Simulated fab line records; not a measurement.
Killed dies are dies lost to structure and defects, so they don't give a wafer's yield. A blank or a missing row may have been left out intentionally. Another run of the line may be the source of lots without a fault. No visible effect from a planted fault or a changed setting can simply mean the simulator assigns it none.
Matching of chambers | flow gf180mcu | GF_V5_CMP_26 on cmp-02 has 4 sister chambers
The step polishes, stops on SiO2, t overpolish 15 s, target thk 0 nm. 4 wafers are shown with their chamber, then 11 later ones without.

## WAFERS WITH THEIR CHAMBER
wafer  | chamber | motor_current_A (A)
L311.3 | 3       | 11.5
L315.1 | 1       | 11.2
L315.4 | 2       | 10.1
L321.1 | 0       | 11.0

## WAFERS WITH NO CHAMBER GIVEN
wafer  | motor_current_A (A)
L321.4 | 9.5
L321.5 | 10.9
L320.3 | 11.0
L320.4 | 12.3
L320.5 | 10.0
L327.2 | 11.7
L327.3 | 10.0
L327.6 | 11.1
L328.1 | 11.0
L328.2 | 11.4
L328.5 | 10.9

## EACH ONE'S CHAMBER
wafer  | from the rows above          | in truth
L321.4 | 2                            | 2
L321.5 | can't be placed: 0 or 1 or 3 | 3
L320.3 | can't be placed: 0 or 1 or 3 | 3
L320.4 | can't be placed: 3 or 1 or 0 | 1
L320.5 | 2                            | 2
L327.2 | can't be placed: 3 or 1 or 0 | 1
L327.3 | 2                            | 2
L327.6 | can't be placed: 0 or 1 or 3 | 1
L328.1 | can't be placed: 0 or 1 or 3 | 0
L328.2 | can't be placed: 3 or 1 or 0 | 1
L328.5 | can't be placed: 0 or 1 or 3 | 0
Correct placement for 3 of the 11. Cannot be placed on the basis of these rows: 8; the candidates contain the true chamber in 8. Wrongly placed: 0.
How it was worked out, from the rows above alone: a wafer's distance from a chamber is the root of the sum, over the readings, of the square of ((its reading less the chamber's mean) divided by the reading's scatter). If the next closest chamber is less than 2 further off than the closest, the wafer can't be placed; otherwise it belongs to the closest. The mean given for a chamber averages the wafers shown for that chamber. The scatter: with one shown wafer a chamber, the root of the mean of the squares of how far each hidden wafer lies from its nearest shown one.
